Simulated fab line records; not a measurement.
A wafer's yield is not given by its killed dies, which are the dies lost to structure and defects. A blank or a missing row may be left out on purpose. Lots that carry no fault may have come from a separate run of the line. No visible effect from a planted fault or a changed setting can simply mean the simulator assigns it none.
Which of the tools did it? :: flow sky130 :: 33 wafers from 11 lots sampled at 5 of the route's 708 steps

== WHAT THE GAUGES SHOWED, per wafer ==
The record holds no reading of a measuring or inspecting step that can be judged against a usual standard deviation.

== WHAT TOOL EACH LOT RAN ON (gives the tool, then ch and the chambers of the sampled wafers, and finally the start) ==
lot: L879
SKY_NWELL_RTA_28: rtpAnneal-02 ch 0, day 5 06:13
SKY_LOCAL_INTERCONNECT_STRIP_15: plasmaAsher-02 ch 0,1, day 30 02:37
SKY_CONTACT_ETCH_18: rieDiel-02 ch 0,1,3, day 39 09:43 or earlier
SKY_CAP2M_CVD_00: pecvd-03 ch 1,2, day 39 09:43
SKY_PAD_OPEN_PROBE_99: -

lot: L880
SKY_NWELL_RTA_28: rtpAnneal-02 ch 0, day 5 10:40
SKY_LOCAL_INTERCONNECT_STRIP_15: plasmaAsher-03 ch 0,1, day 30 07:16
SKY_CONTACT_ETCH_18: rieDiel-03 ch 0,1, day 39 14:43 or earlier
SKY_CAP2M_CVD_00: pecvd-01 ch 0,2, day 39 14:43
SKY_PAD_OPEN_PROBE_99: -

lot: L888
SKY_NWELL_RTA_28: rtpAnneal-02 ch 0, day 7 13:16
SKY_LOCAL_INTERCONNECT_STRIP_15: plasmaAsher-01 ch 0,1, day 33 04:53
SKY_CONTACT_ETCH_18: rieDiel-04 ch 2,3, day 42 05:48 or earlier
SKY_CAP2M_CVD_00: pecvd-03 ch 0,1,2, day 42 05:48
SKY_PAD_OPEN_PROBE_99: prober-02, day 47 20:46

lot: L889
SKY_NWELL_RTA_28: rtpAnneal-02 ch 0, day 7 18:16
SKY_LOCAL_INTERCONNECT_STRIP_15: plasmaAsher-01 ch 0,1, day 33 16:32
SKY_CONTACT_ETCH_18: rieDiel-03 ch 0,1,2, day 42 15:52 or earlier
SKY_CAP2M_CVD_00: pecvd-04 ch 0,1,2, day 42 15:52
SKY_PAD_OPEN_PROBE_99: prober-01, day 48 04:33

lot: L892
SKY_NWELL_RTA_28: rtpAnneal-02 ch 0, day 8 19:11
SKY_LOCAL_INTERCONNECT_STRIP_15: plasmaAsher-01 ch 0,1, day 35 04:14
SKY_CONTACT_ETCH_18: rieDiel-03 ch 1,3, day 43 22:26 or earlier
SKY_CAP2M_CVD_00: pecvd-01 ch 0,1, day 43 22:26
SKY_PAD_OPEN_PROBE_99: prober-01, day 49 05:51

lot: L895
SKY_NWELL_RTA_28: rtpAnneal-01 ch 0, day 9 07:26
SKY_LOCAL_INTERCONNECT_STRIP_15: plasmaAsher-03 ch 0,1, day 35 10:40
SKY_CONTACT_ETCH_18: rieDiel-03 ch 0,1,2, day 44 05:08 or earlier
SKY_CAP2M_CVD_00: pecvd-01 ch 0,1,2, day 44 05:08
SKY_PAD_OPEN_PROBE_99: -

lot: L896
SKY_NWELL_RTA_28: rtpAnneal-02 ch 0, day 9 14:09
SKY_LOCAL_INTERCONNECT_STRIP_15: plasmaAsher-01 ch 0,1, day 35 21:07
SKY_CONTACT_ETCH_18: rieDiel-02 ch 0,2,3, day 44 13:10 or earlier
SKY_CAP2M_CVD_00: pecvd-01 ch 0,1,2, day 44 13:10
SKY_PAD_OPEN_PROBE_99: prober-02, day 49 16:58

lot: L899
SKY_NWELL_RTA_28: rtpAnneal-02 ch 0, day 10 08:53
SKY_LOCAL_INTERCONNECT_STRIP_15: plasmaAsher-02 ch 0,1, day 36 21:40
SKY_CONTACT_ETCH_18: rieDiel-02 ch 0,1,3, day 45 11:19 or earlier
SKY_CAP2M_CVD_00: pecvd-04 ch 0,1, day 45 11:19
SKY_PAD_OPEN_PROBE_99: -

lot: L900
SKY_NWELL_RTA_28: rtpAnneal-01 ch 0, day 10 17:26
SKY_LOCAL_INTERCONNECT_STRIP_15: plasmaAsher-03 ch 0,1, day 37 04:53
SKY_CONTACT_ETCH_18: rieDiel-04 ch 0,2,3, day 45 14:56 or earlier
SKY_CAP2M_CVD_00: pecvd-04 ch 0,1,2, day 45 14:56
SKY_PAD_OPEN_PROBE_99: -

lot: L901
SKY_NWELL_RTA_28: rtpAnneal-01 ch 0, day 11 00:40
SKY_LOCAL_INTERCONNECT_STRIP_15: plasmaAsher-02 ch 1, day 37 14:08
SKY_CONTACT_ETCH_18: rieDiel-04 ch 1,2,3, day 46 00:27 or earlier
SKY_CAP2M_CVD_00: pecvd-04 ch 0,1, day 46 00:27
SKY_PAD_OPEN_PROBE_99: -

lot: L902
SKY_NWELL_RTA_28: rtpAnneal-02 ch 0, day 11 05:19
SKY_LOCAL_INTERCONNECT_STRIP_15: plasmaAsher-03 ch 1, day 37 18:31
SKY_CONTACT_ETCH_18: rieDiel-02 ch 0,3, day 46 02:38 or earlier
SKY_CAP2M_CVD_00: pecvd-01 ch 0,1,2, day 46 02:38
SKY_PAD_OPEN_PROBE_99: -
- SKY_NWELL_RTA_28: time 30 s.
- SKY_LOCAL_INTERCONNECT_STRIP_15: strips in O2/N2.
- SKY_CONTACT_ETCH_18: etches Si3N4 in CHF3/O2, stops on TiN, time 39 s, target depth 75 nm.
- SKY_CAP2M_CVD_00: deposits SiO2, target thk 15.5 nm.
- SKY_PAD_OPEN_PROBE_99

== AS READ BY THE TOOLS THEMSELVES (means over the sampled wafers that have a number; for cases with no such wafer, the mark the record gives instead) ==
SKY_NWELL_RTA_28. Usual: lampPowerPct 25.30 %, standard deviation 0.056; wafer_temp_C_max 1055.0, standard deviation 0.96.
lot: L879
tool: rtpAnneal-02
lampPowerPct (%): 25.34
wafer_temp_C_max: 1054.6
flag: 

lot: L880
tool: rtpAnneal-02
lampPowerPct (%): 25.32
wafer_temp_C_max: 1055.2
flag: 

lot: L888
tool: rtpAnneal-02
lampPowerPct (%): 25.32
wafer_temp_C_max: 1054.8
flag: 

lot: L889
tool: rtpAnneal-02
lampPowerPct (%): 25.28
wafer_temp_C_max: 1055.3
flag: 

lot: L892
tool: rtpAnneal-02
lampPowerPct (%): 25.31
wafer_temp_C_max: 1055.4
flag: 

lot: L895
tool: rtpAnneal-01
lampPowerPct (%): 25.30
wafer_temp_C_max: 1055.8
flag: 

lot: L896
tool: rtpAnneal-02
lampPowerPct (%): 25.31
wafer_temp_C_max: 1054.6
flag: 

lot: L899
tool: rtpAnneal-02
lampPowerPct (%): 25.28
wafer_temp_C_max: 1054.9
flag: 

lot: L900
tool: rtpAnneal-01
lampPowerPct (%): 25.32
wafer_temp_C_max: 1055.2
flag: 

lot: L901
tool: rtpAnneal-01
lampPowerPct (%): 25.24
wafer_temp_C_max: 1055.3
flag: 

lot: L902
tool: rtpAnneal-02
lampPowerPct (%): 25.34
wafer_temp_C_max: 1055.0
flag: 

SKY_LOCAL_INTERCONNECT_STRIP_15. Usual: chamberPressureMTorr 1500.0 mTorr, standard deviation 1.5; drypumpMotorCurrentA 6.0 A, standard deviation 0.58; oesProductAu 0.427 a.u., standard deviation 0.0046; stripTimeToEndpointS 4.721 s, standard deviation 0.02.
lot: L879
tool: plasmaAsher-02
chamberPressureMTorr (mTorr): 1499.4
drypumpMotorCurrentA (A): 6.1
oesProductAu (a.u.): 0.425
stripTimeToEndpointS (s): 4.712
flag: 

lot: L880
tool: plasmaAsher-03
chamberPressureMTorr (mTorr): 1501.2
drypumpMotorCurrentA (A): 6.4
oesProductAu (a.u.): 0.429
stripTimeToEndpointS (s): 4.751
flag: 

lot: L888
tool: plasmaAsher-01
chamberPressureMTorr (mTorr): 1499.2
drypumpMotorCurrentA (A): 6.0
oesProductAu (a.u.): 0.431
stripTimeToEndpointS (s): 4.724
flag: 

lot: L889
tool: plasmaAsher-01
chamberPressureMTorr (mTorr): 1501.3
drypumpMotorCurrentA (A): 5.5
oesProductAu (a.u.): 0.427
stripTimeToEndpointS (s): 4.732
flag: 

lot: L892
tool: plasmaAsher-01
chamberPressureMTorr (mTorr): 1499.7
drypumpMotorCurrentA (A): 5.5
oesProductAu (a.u.): 0.429
stripTimeToEndpointS (s): 4.699
flag: 

lot: L895
tool: plasmaAsher-03
chamberPressureMTorr (mTorr): 1501.1
drypumpMotorCurrentA (A): 6.5
oesProductAu (a.u.): 0.423
stripTimeToEndpointS (s): 4.702
flag: 

lot: L896
tool: plasmaAsher-01
chamberPressureMTorr (mTorr): 1500.5
drypumpMotorCurrentA (A): 5.5
oesProductAu (a.u.): 0.426
stripTimeToEndpointS (s): 4.693
flag: 

lot: L899
tool: plasmaAsher-02
chamberPressureMTorr (mTorr): 1499.7
drypumpMotorCurrentA (A): 6.0
oesProductAu (a.u.): 0.428
stripTimeToEndpointS (s): 4.718
flag: 

lot: L900
tool: plasmaAsher-03
chamberPressureMTorr (mTorr): 1501.5
drypumpMotorCurrentA (A): 6.5
oesProductAu (a.u.): 0.424
stripTimeToEndpointS (s): 4.690
flag: 

lot: L901
tool: plasmaAsher-02
chamberPressureMTorr (mTorr): 1500.8
drypumpMotorCurrentA (A): 6.2
oesProductAu (a.u.): 0.430
stripTimeToEndpointS (s): 4.722
flag: 

lot: L902
tool: plasmaAsher-03
chamberPressureMTorr (mTorr): 1499.7
drypumpMotorCurrentA (A): 6.6
oesProductAu (a.u.): 0.429
stripTimeToEndpointS (s): 4.704
flag: 

SKY_CONTACT_ETCH_18. Usual: chamberPressureMTorr 40.00 mTorr, standard deviation 0.035; drypumpMotorCurrentA 5.8 A, standard deviation 0.46; oesProductAu 0.855 a.u., standard deviation 0.0069; throttleValvePct 8.792 %, standard deviation 0.0088.
lot: L879
tool: rieDiel-02
chamberPressureMTorr (mTorr): 40.00
drypumpMotorCurrentA (A): 5.7
oesProductAu (a.u.): 0.860
throttleValvePct (%): 8.796
flag: 

lot: L880
tool: rieDiel-03
chamberPressureMTorr (mTorr): 40.02
drypumpMotorCurrentA (A): 6.5
oesProductAu (a.u.): 0.859
throttleValvePct (%): 8.791
flag: 

lot: L888
tool: rieDiel-04
chamberPressureMTorr (mTorr): 40.02
drypumpMotorCurrentA (A): 5.9
oesProductAu (a.u.): 0.860
throttleValvePct (%): 8.795
flag: 

lot: L889
tool: rieDiel-03
chamberPressureMTorr (mTorr): 40.00
drypumpMotorCurrentA (A): 6.2
oesProductAu (a.u.): 0.849
throttleValvePct (%): 8.794
flag: 

lot: L892
tool: rieDiel-03
chamberPressureMTorr (mTorr): 39.97
drypumpMotorCurrentA (A): 6.2
oesProductAu (a.u.): 0.854
throttleValvePct (%): 8.784
flag: 

lot: L895
tool: rieDiel-03
chamberPressureMTorr (mTorr): 39.99
drypumpMotorCurrentA (A): 6.3
oesProductAu (a.u.): 0.858
throttleValvePct (%): 8.794
flag: 

lot: L896
tool: rieDiel-02
chamberPressureMTorr (mTorr): 40.02
drypumpMotorCurrentA (A): 5.6
oesProductAu (a.u.): 0.860
throttleValvePct (%): 8.797
flag: 

lot: L899
tool: rieDiel-02
chamberPressureMTorr (mTorr): 40.00
drypumpMotorCurrentA (A): 5.7
oesProductAu (a.u.): 0.852
throttleValvePct (%): 8.784
flag: 

lot: L900
tool: rieDiel-04
chamberPressureMTorr (mTorr): 39.99
drypumpMotorCurrentA (A): 5.8
oesProductAu (a.u.): 0.860
throttleValvePct (%): 8.792
flag: 

lot: L901
tool: rieDiel-04
chamberPressureMTorr (mTorr): 39.98
drypumpMotorCurrentA (A): 5.7
oesProductAu (a.u.): 0.853
throttleValvePct (%): 8.793
flag: 

lot: L902
tool: rieDiel-02
chamberPressureMTorr (mTorr): 39.98
drypumpMotorCurrentA (A): 5.4
oesProductAu (a.u.): 0.853
throttleValvePct (%): 8.794
flag: 

SKY_CAP2M_CVD_00. Usual: heaterPowerW reads 745 W (standard deviation 76).
lot: L879
tool: pecvd-03
heaterPowerW (W): 740
flag: 

lot: L880
tool: pecvd-01
heaterPowerW (W): 775
flag: 

lot: L888
tool: pecvd-03
heaterPowerW (W): 737
flag: 

lot: L889
tool: pecvd-04
heaterPowerW (W): 743
flag: 

lot: L892
tool: pecvd-01
heaterPowerW (W): 709
flag: 

lot: L895
tool: pecvd-01
heaterPowerW (W): 761
flag: 

lot: L896
tool: pecvd-01
heaterPowerW (W): 740
flag: 

lot: L899
tool: pecvd-04
heaterPowerW (W): 746
flag: 

lot: L900
tool: pecvd-04
heaterPowerW (W): 765
flag: 

lot: L901
tool: pecvd-04
heaterPowerW (W): 729
flag: 

lot: L902
tool: pecvd-01
heaterPowerW (W): 696
flag: 

SKY_PAD_OPEN_PROBE_99. Usual: defectLimitedYield 82.2 %, standard deviation 1.9; killed_at_M0_to_M3 45, standard deviation 7.3; killed_at_M4_up 3.1, standard deviation 1.7; killedAtContacts 25, standard deviation 5.1; killedAtFrontEnd 15, standard deviation 4.5; killedAtOther 0.3, standard deviation 0.56; killedDies 88, standard deviation 9.4; killedOnRim 17, standard deviation 4.3; killedOpen 47, standard deviation 6.6; killedShort 40, standard deviation 6.9; sort_bin_3_pad_short 0.9 %, standard deviation 0.46; sort_bin_5_function 10.5 %, standard deviation 1.5; sort_bin_6_memory 6.4 %, standard deviation 1.1; sortNPass 404, standard deviation 9.4; sortYieldPct 82.2 %, standard deviation 1.9.
lot: L888
tool: prober-02
defectLimitedYield (%): 82.5
killed_at_M0_to_M3: 35
killed_at_M4_up: 3.0
killedAtContacts: 25
killedAtFrontEnd: 23
killedAtOther: 0.0
killedDies: 86
killedOnRim: 12
killedOpen: 40
killedShort: 46
sort_bin_3_pad_short (%): 1.4
sort_bin_5_function (%): 9.3
sort_bin_6_memory (%): 6.7
sortNPass: 406
sortYieldPct (%): 82.5
flag: 

lot: L889
tool: prober-01
defectLimitedYield (%): 80.4
killed_at_M0_to_M3: 46
killed_at_M4_up: 3.3
killedAtContacts: 26
killedAtFrontEnd: 16
killedAtOther: 5.3
killedDies: 96
killedOnRim: 21
killedOpen: 46
killedShort: 45
sort_bin_3_pad_short (%): 1.3
sort_bin_5_function (%): 10.9
sort_bin_6_memory (%): 7.4
sortNPass: 396
sortYieldPct (%): 80.4
flag: OFF

lot: L892
tool: prober-01
defectLimitedYield (%): 82.9
killed_at_M0_to_M3: 44
killed_at_M4_up: 2.7
killedAtContacts: 20
killedAtFrontEnd: 17
killedAtOther: 0.0
killedDies: 84
killedOnRim: 16
killedOpen: 52
killedShort: 32
sort_bin_3_pad_short (%): 0.7
sort_bin_5_function (%): 9.8
sort_bin_6_memory (%): 6.6
sortNPass: 408
sortYieldPct (%): 82.9
flag: 

lot: L896
tool: prober-02
defectLimitedYield (%): 82.9
killed_at_M0_to_M3: 40
killed_at_M4_up: 3.7
killedAtContacts: 20
killedAtFrontEnd: 21
killedAtOther: 0.0
killedDies: 84
killedOnRim: 16
killedOpen: 45
killedShort: 39
sort_bin_3_pad_short (%): 1.1
sort_bin_5_function (%): 10.0
sort_bin_6_memory (%): 6.0
sortNPass: 408
sortYieldPct (%): 82.9
flag: 

== THE ANSWER, worked out from the rows above alone ==
Rule: a lot is off if the mean of its wafers that have a number lies more than 3 standard deviations from the usual mean. A lot without any number at a reading at which 4 lots or more have one is off too. Any other lot the step has rows for is counted as sound. Order of review: gauges by route order, followed by the tools' own readings, for which a lot's mean as printed above is used. The first step at which some lot is off is used, and at that step the reading that is off furthest; a lot without a number counts as furthest.
Off: L889 (SKY_PAD_OPEN_PROBE_99, killedAtOther). Neither off nor sound, because the step has no rows for them: L879, L880, L895, L899, L900, L901, L902.
A tool fits if, at that step or a process step before it, it ran every lot that is off, and no sound lot after the first of them. With no start given for some of its lots, SKY_CONTACT_ETCH_18 uses the hours and lot order of SKY_CAP2M_CVD_00. One fits: pecvd-04 at SKY_CAP2M_CVD_00. It ran no sound lot before its first lot that is off in this sample, so the start can't be narrowed down.

== WHAT THE SIMULATOR HAD INSERTED ==
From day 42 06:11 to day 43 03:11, pecvd-04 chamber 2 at SKY_CAP2M_CVD_00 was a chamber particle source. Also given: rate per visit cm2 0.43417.
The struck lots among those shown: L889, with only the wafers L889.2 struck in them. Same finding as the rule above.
